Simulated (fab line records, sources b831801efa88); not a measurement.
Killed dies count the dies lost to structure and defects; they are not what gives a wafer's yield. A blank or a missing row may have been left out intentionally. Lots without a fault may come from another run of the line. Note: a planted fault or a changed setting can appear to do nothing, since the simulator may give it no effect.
fab line records -- flow sky130
record lots=13, wafers=39, last-day=50
route steps=708 shown VT_ADJUST_NCORE@129 VT_ADJUST_HVTR@141 SONOS_ONO@169 PAD_OPEN@708
lots that met no fault: taken from a fault-free run of the same line
start-h: start of the lot's first displayed wafer, in hours after the record's first day -- wait-h: hours from the lot's prior step to this one -- " the same as in the row above -- L1.1+2: one row covering several wafers at once -- - no value, or no start was given -- * or withheld: withheld -- < > ~ a bound
route shown NAME@n: NAME is a module with steps in the file, n the number in the route of the first one -- usual: mean/standard deviation taken from wafers without a fault -- same: alike in all rows -- chamber/n: place in a boat -- sites: readings site by site -- _std_site: standard deviation across them -- _edge_site: the outer-site mean with the inner-site mean subtracted -- radius-mm: how far each site lies from the wafer's centre -- mask NAME#n: copy n -- behind: the most recent tool/chamber to have shaped the wafer -- hold: why the lot was held/for how many hours/how that ended -- device: transistor that didn't switch, given as n, p or np -- end of line: the same wafers' tests at the end of the route -- step lacking rows: just its recipe -- killed: dies that structure and defects cost at the first sort, which is not the same as the wafer's yield -- map: a wafer's dies, marking killed ones x, the rest . and places with no die _
set.NAME: the setting that was run; set.NAME@STEP: the one run at that earlier step -- model.NAME: the simulator's own value behind a step, which no gauge read
route steps across a sampled set of lots; one table per step, one row per wafer
services: from which hour (start-h, from the record's first day; less than 0 if before it) a tool's chamber was out of use, for how many hours, and why
## steps
# step SKY_VT_ADJUST_NCORE_STRIP_10
# recipe chemistry=O2/N2, power-w=1400, pressure-mtorr=1500, platen-temp-c=withheld, o2-flow-sccm=3000, n2-flow-sccm=300, overash-fraction=0.5
# usual drypump-motor-current-A=6.1/0.32, o2-flow-sccm=2998/9.2, oes-product-au=0.716/0.0046, strip-time-to-endpoint-s=14.20/0.046
lot.wafer,tool,chamber,start-h,wait-h,drypump-motor-current-A,o2-flow-sccm,oes-product-au,rf-hours-counter-h,strip-time-to-endpoint-s
L528.1,plasma-asher-03,0,185.89,0.1,6.1,3001,0.713,51,14.16
L528.3,plasma-asher-03,1,185.89,0.1,5.8,3000,0.718,-,14.18
L528.6,plasma-asher-03,1,185.89,0.1,5.8,3001,0.714,-,14.20
L529.1,plasma-asher-01,0,191.83,0.1,6.5,2990,0.719,48,14.18
L529.2,plasma-asher-01,1,191.83,0.1,5.7,2986,0.716,48,14.15
L529.3,plasma-asher-01,0,191.83,0.1,6.5,2999,0.713,-,14.23
L530.2,plasma-asher-04,0,199.53,0.1,6.5,3003,0.714,39,14.12
L530.3,plasma-asher-04,0,199.53,0.1,6.5,3009,0.719,-,14.15
L530.4,plasma-asher-04,1,199.53,0.1,6.0,2993,0.724,-,14.13
L532.1,plasma-asher-04,1,214.14,0.1,6.0,2984,0.718,40,14.17
L532.2,plasma-asher-04,0,214.14,0.1,6.5,3001,0.712,40,14.17
L532.3,plasma-asher-04,1,214.14,0.1,6.0,2999,0.711,-,14.15
L533.2,plasma-asher-01,1,222.19,0.1,5.7,2995,0.710,51,14.16
L533.5,plasma-asher-01,1,222.19,0.1,5.7,3003,0.719,-,14.21
L533.6,plasma-asher-01,0,222.19,0.1,6.5,2989,0.720,-,14.16
L534.3,plasma-asher-04,0,225.79,0.1,6.5,2988,0.705,-,14.19
L534.4,plasma-asher-04,1,225.79,0.1,6.0,3011,0.716,-,14.18
L534.6,plasma-asher-04,1,225.79,0.1,6.0,3009,0.713,-,14.17
L535.2,plasma-asher-01,0,239.30,0.1,6.5,3013,0.717,53,14.20
L535.4,plasma-asher-01,0,239.30,0.1,6.5,3021,0.721,-,14.20
L535.5,plasma-asher-01,1,239.30,0.1,5.7,3004,0.709,-,14.21
L536.1,plasma-asher-01,0,260.49,0.1,6.4,3003,0.713,54,14.13
L536.2,plasma-asher-01,1,260.49,0.1,5.7,2982,0.717,54,14.17
L536.4,plasma-asher-01,0,260.49,0.1,6.5,2991,0.707,-,14.12
L538.1,plasma-asher-03,1,268.84,0.1,5.8,2986,0.712,59,14.16
L538.2,plasma-asher-03,0,268.84,0.1,6.1,2985,0.718,59,14.12
L538.3,plasma-asher-03,0,268.84,0.1,6.1,2993,0.711,-,14.13
L545.2,plasma-asher-04,0,305.61,0.1,6.5,3015,0.720,50,14.15
L545.3,plasma-asher-04,0,305.61,0.1,6.5,3008,0.714,-,14.22
L545.4,plasma-asher-04,1,305.61,0.1,6.0,3007,0.714,-,14.20
L548.1,plasma-asher-04,1,331.81,0.1,6.0,2998,0.709,52,14.24
L548.2,plasma-asher-04,0,331.81,0.1,6.5,2990,0.712,52,14.26
L548.4,plasma-asher-04,1,331.81,0.1,6.0,3009,0.718,-,14.24
L549.1,plasma-asher-01,0,340.75,0.1,6.5,3011,0.713,60,14.21
L549.2,plasma-asher-01,1,340.75,0.1,5.7,3016,0.720,60,14.17
L549.5,plasma-asher-01,0,340.75,0.1,6.5,3015,0.720,-,14.21
L551.1,plasma-asher-04,0,351.61,0.1,6.5,2994,0.724,54,14.18
L551.4,plasma-asher-04,1,351.61,0.1,6.0,2989,0.718,-,14.22
L551.5,plasma-asher-04,1,351.61,0.1,6.0,2996,0.716,-,14.16
# step SKY_VT_ADJUST_NCORE_TW_MEAS_11
# usual VT_ADJUST_NCORE_TW=219.5/1.1
lot.wafer,tool,chamber,start-h,wait-h,VT_ADJUST_NCORE_TW
L528.1,film-metro-01,-,185.99,0.1,220.4
L528.3,film-metro-01,-,185.99,0.1,220.6
L528.6,film-metro-01,-,185.99,0.1,221.4
L529.1,film-metro-01,-,191.93,0.1,220.1
L529.2,film-metro-01,-,191.93,0.1,220.0
L529.3,film-metro-01,-,191.93,0.1,221.2
L530.2,film-metro-03,-,199.64,0.1,217.4
L530.3,film-metro-03,-,199.64,0.1,218.9
L530.4,film-metro-03,-,199.64,0.1,218.4
L532.1,film-metro-02,-,214.24,0.1,221.0
L532.2,film-metro-02,-,214.24,0.1,221.2
L532.3,film-metro-02,-,214.24,0.1,220.2
L533.2,film-metro-02,-,222.30,0.1,219.4
L533.5,film-metro-02,-,222.30,0.1,218.9
L533.6,film-metro-02,-,222.30,0.1,218.0
L534.3,film-metro-03,-,225.88,0.1,217.3
L534.4,film-metro-03,-,225.88,0.1,218.7
L534.6,film-metro-03,-,225.88,0.1,218.9
L535.2,film-metro-03,-,239.41,0.1,218.9
L535.4,film-metro-03,-,239.41,0.1,218.1
L535.5,film-metro-03,-,239.41,0.1,217.9
L536.1,film-metro-02,-,260.59,0.1,219.3
L536.2,film-metro-02,-,260.59,0.1,220.9
L536.4,film-metro-02,-,260.59,0.1,219.6
L538.1,film-metro-02,-,268.94,0.1,219.4
L538.2,film-metro-02,-,268.94,0.1,219.6
L538.3,film-metro-02,-,268.94,0.1,217.9
L545.2,film-metro-02,-,305.72,0.1,217.8
L545.3,film-metro-02,-,305.72,0.1,219.9
L545.4,film-metro-02,-,305.72,0.1,220.0
L548.1,film-metro-03,-,331.91,0.1,221.0
L548.2,film-metro-03,-,331.91,0.1,219.8
L548.4,film-metro-03,-,331.91,0.1,220.4
L549.1,film-metro-03,-,340.85,0.1,217.9
L549.2,film-metro-03,-,340.85,0.1,217.4
L549.5,film-metro-03,-,340.85,0.1,219.4
L551.1,film-metro-03,-,351.71,0.1,218.6
L551.4,film-metro-03,-,351.71,0.1,218.7
L551.5,film-metro-03,-,351.71,0.1,218.3
# step SKY_VT_ADJUST_HVTR_STRIP_10
# recipe chemistry=O2/N2, power-w=1400, pressure-mtorr=1500, platen-temp-c=withheld, o2-flow-sccm=3000, n2-flow-sccm=300, overash-fraction=0.5
# usual drypump-motor-current-A=6.1/0.49, o2-flow-sccm=3000/8.5, oes-product-au=0.716/0.0045, strip-time-to-endpoint-s=14.19/0.04
lot.wafer,tool,chamber,start-h,wait-h,drypump-motor-current-A,o2-flow-sccm,oes-product-au,rf-hours-counter-h,strip-time-to-endpoint-s
L528.1,plasma-asher-01,1,206.94,0.2,5.7,2987,0.717,50,14.12
L528.3,plasma-asher-01,0,206.94,0.2,6.5,3006,0.719,-,14.20
L528.6,plasma-asher-01,0,206.94,0.2,6.5,3020,0.709,-,14.16
L529.1,plasma-asher-04,1,213.49,0.1,6.0,3004,0.719,40,14.17
L529.2,plasma-asher-04,0,213.49,0.1,6.5,2995,0.711,40,14.16
L529.3,plasma-asher-04,1,213.49,0.1,6.0,3002,0.717,-,14.19
L530.2,plasma-asher-04,0,223.10,0.1,6.5,2998,0.710,41,14.21
L530.3,plasma-asher-04,1,223.10,0.1,6.0,3008,0.717,-,14.20
L530.4,plasma-asher-04,0,223.10,0.1,6.5,3005,0.719,-,14.21
L532.1,plasma-asher-01,0,238.09,0.1,6.5,3009,0.714,52,14.16
L532.2,plasma-asher-01,1,238.09,0.1,5.7,3009,0.717,52,14.14
L532.3,plasma-asher-01,1,238.09,0.1,5.7,2982,0.720,-,14.20
L533.2,plasma-asher-02,1,245.99,0.1,6.6,2994,0.723,13,14.16
L533.5,plasma-asher-02,0,245.99,0.1,5.1,3008,0.719,-,14.17
L533.6,plasma-asher-02,1,245.99,0.1,6.6,2997,0.715,-,14.13
L534.3,plasma-asher-01,1,250.19,0.1,5.7,2998,0.713,-,14.20
L534.4,plasma-asher-01,0,250.19,0.1,6.5,2992,0.708,-,14.23
L534.6,plasma-asher-01,0,250.19,0.1,6.5,2988,0.716,-,14.18
L535.2,plasma-asher-04,0,263.89,0.1,6.5,3000,0.711,45,14.23
L535.4,plasma-asher-04,1,263.89,0.1,6.0,2992,0.726,-,14.14
L535.5,plasma-asher-04,1,263.89,0.1,6.0,2994,0.716,-,14.18
L536.1,plasma-asher-02,0,284.99,0.1,5.1,3001,0.715,17,14.25
L536.2,plasma-asher-02,1,284.99,0.1,6.6,3012,0.712,17,14.22
L536.4,plasma-asher-02,1,284.99,0.1,6.6,3005,0.720,-,14.24
L538.1,plasma-asher-04,1,294.55,0.1,6.0,3021,0.713,49,14.15
L538.2,plasma-asher-04,0,294.55,0.1,6.5,3000,0.713,49,14.15
L538.3,plasma-asher-04,1,294.55,0.1,6.0,3009,0.709,-,14.12
L545.2,plasma-asher-02,0,332.95,0.1,5.1,3013,0.708,22,14.17
L545.3,plasma-asher-02,1,332.95,0.1,6.6,3000,0.725,-,14.11
L545.4,plasma-asher-02,0,332.95,0.1,5.1,2995,0.718,-,14.13
L548.1,plasma-asher-01,0,360.30,0.1,6.5,3005,0.718,62,14.23
L548.2,plasma-asher-01,1,360.30,0.1,5.7,3010,0.712,62,14.20
L548.4,plasma-asher-01,1,360.30,0.1,5.7,3012,0.718,-,14.17
L549.1,plasma-asher-02,1,368.63,0.1,6.6,3001,0.722,25,14.20
L549.2,plasma-asher-02,0,368.63,0.1,5.1,2990,0.715,25,14.24
L549.5,plasma-asher-02,1,368.63,0.1,6.6,2999,0.718,-,14.19
L551.1,plasma-asher-01,1,380.38,0.1,5.7,2998,0.715,64,14.19
L551.4,plasma-asher-01,1,380.38,0.1,5.7,3006,0.712,-,14.23
L551.5,plasma-asher-01,0,380.38,0.1,6.5,3004,0.705,-,14.23
# step SKY_SONOS_ONO_THK_MEAS_01
# recipe reads=SiO2_of_SONOS_ONO_OXIDATION_00
# usual SONOS_ONO_OXIDATION_THK=2.58/0.064
lot.wafer,tool,chamber,start-h,wait-h,SONOS_ONO_OXIDATION_THK[nm]
L528.1,film-metro-02,-,257.84,0.0,2.56
L528.3,film-metro-02,-,257.84,0.0,2.62
L528.6,film-metro-02,-,257.84,0.0,2.55
L529.1,film-metro-02,-,264.78,0.0,2.60
L529.2,film-metro-02,-,264.78,0.0,2.55
L529.3,film-metro-02,-,264.78,0.0,2.62
L530.2,film-metro-01,-,273.30,0.0,2.58
L530.3,film-metro-01,-,273.30,0.0,2.54
L530.4,film-metro-01,-,273.30,0.0,2.50
L532.1,film-metro-01,-,290.17,0.0,2.68
L532.2,film-metro-01,-,290.17,0.0,2.66
L532.3,film-metro-01,-,290.17,0.0,2.67
L533.2,film-metro-03,-,298.04,0.0,2.52
L533.5,film-metro-03,-,298.04,0.0,2.48
L533.6,film-metro-03,-,298.04,0.0,2.59
L534.3,film-metro-02,-,302.84,0.0,2.61
L534.4,film-metro-02,-,302.84,0.0,2.63
L534.6,film-metro-02,-,302.84,0.0,2.65
L535.2,film-metro-02,-,319.98,0.0,2.61
L535.4,film-metro-02,-,319.98,0.0,2.58
L535.5,film-metro-02,-,319.98,0.0,2.55
L536.1,film-metro-01,-,342.85,0.0,2.57
L536.2,film-metro-01,-,342.85,0.0,2.64
L536.4,film-metro-01,-,342.85,0.0,2.64
L538.1,film-metro-01,-,351.14,0.0,2.60
L538.2,film-metro-01,-,351.14,0.0,2.65
L538.3,film-metro-01,-,351.14,0.0,2.58
L545.2,film-metro-02,-,393.84,0.0,3.58
L545.3,film-metro-02,-,393.84,0.0,3.51
L545.4,film-metro-02,-,393.84,0.0,3.59
L548.1,film-metro-02,-,421.01,0.0,3.58
L548.2,film-metro-02,-,421.01,0.0,3.55
L548.4,film-metro-02,-,421.01,0.0,3.61
L549.1,film-metro-02,-,431.27,0.0,3.47
L549.2,film-metro-02,-,431.27,0.0,3.46
L549.5,film-metro-02,-,431.27,0.0,3.42
L551.1,film-metro-01,-,444.30,0.0,2.50
L551.4,film-metro-01,-,444.30,0.0,2.53
L551.5,film-metro-01,-,444.30,0.0,2.59
# step SKY_PAD_OPEN_PROBE_99
# usual killed_at_M0_to_M3=43/7.3, killed_at_M4_up=3.2/1.9, killed-at-contacts=25/5.4, killed-at-front-end=16/4.4, killed-at-other=0.4/0.66, killed-dies=87/11, killed-open=48/7.9, killed-short=39/6.5
# same gross-dies=492, killed-at-back-side=0
lot.wafer,tool,chamber,start-h,wait-h,killed_at_M0_to_M3,killed_at_M4_up,killed-at-contacts,killed-at-front-end,killed-at-other,killed-dies,killed-open,killed-short
L538.1,prober-02,-,1159.77,0.1,48,4,24,15,2,93,55,37
L538.2,prober-02,-,1159.82,0.1,47,0,29,15,1,92,45,47
L538.3,prober-02,-,1159.87,0.2,43,4,27,23,0,97,57,40
# killed by level:class
L538.1 VIA3:geometric-particle:open=10 VIA1:geometric-particle:open=9 LI_CONTACT:geometric-particle:open=8 CONTACT:geometric-particle:open=8 VIA2:geometric-particle:open=8 FIELD_ISO:geometric-particle:open=7 FIELD_ISO:geometric-particle:short=5 LOCAL_INTERCONNECT:geometric-particle:short=5
L538.2 FIELD_ISO:geometric-particle:short=10 CONTACT:geometric-particle:open=10 VIA1:geometric-particle:open=9 CONTACT:geometric-particle:short=8 VIA3:geometric-particle:open=8 LI_CONTACT:geometric-particle:open=6 METAL1:geometric-particle:short=6 VIA2:geometric-particle:open=5
L538.3 VIA1:geometric-particle:open=11 CONTACT:geometric-particle:open=10 FIELD_ISO:geometric-particle:open=9 VIA3:geometric-particle:open=8 FIELD_ISO:geometric-particle:short=7 LI_CONTACT:geometric-particle:open=7 CONTACT:geometric-particle:short=6 VIA1:geometric-particle:short=6
## services
tool,chamber,start-h,hours,kind
plasma-asher-02,-,219.84,0.4,repair
plasma-asher-04,-,253.11,1.2,repair
plasma-asher-01,-,267.08,24.0,pm
plasma-asher-01,-,307.36,0.4,repair
## key
first-sign step=SKY_SONOS_ONO_THK_MEAS_01, reading=SONOS_ONO_OXIDATION_THK, direction=up, sigmas=15, usual=2.58, struck=3.53
effect none on later readings
met-at SKY_SONOS_ONO_THK_MEAS_01
struck-lots L545,L548,L549
tester-left-out L545,L548,L549
not-acting-at SKY_VT_ADJUST_NCORE_STRIP_10,SKY_VT_ADJUST_NCORE_TW_MEAS_11,SKY_VT_ADJUST_HVTR_STRIP_10
onset-between 319.98 393.84
fault kind=metrology-matching-offset, tool=film-metro-02, chamber=-, onset-h=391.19, steps=SKY_SONOS_ONO_THK_MEAS_01, param=thk-nm, offset=0.95932
# tester-left-out: of these lots the tester's yield and bins aren't shown, on N5 and GAA mostly nor the transistor test; their killed dies are dies lost to structure and defects alone, not to doping, threshold or leakage, so they don't give the yield
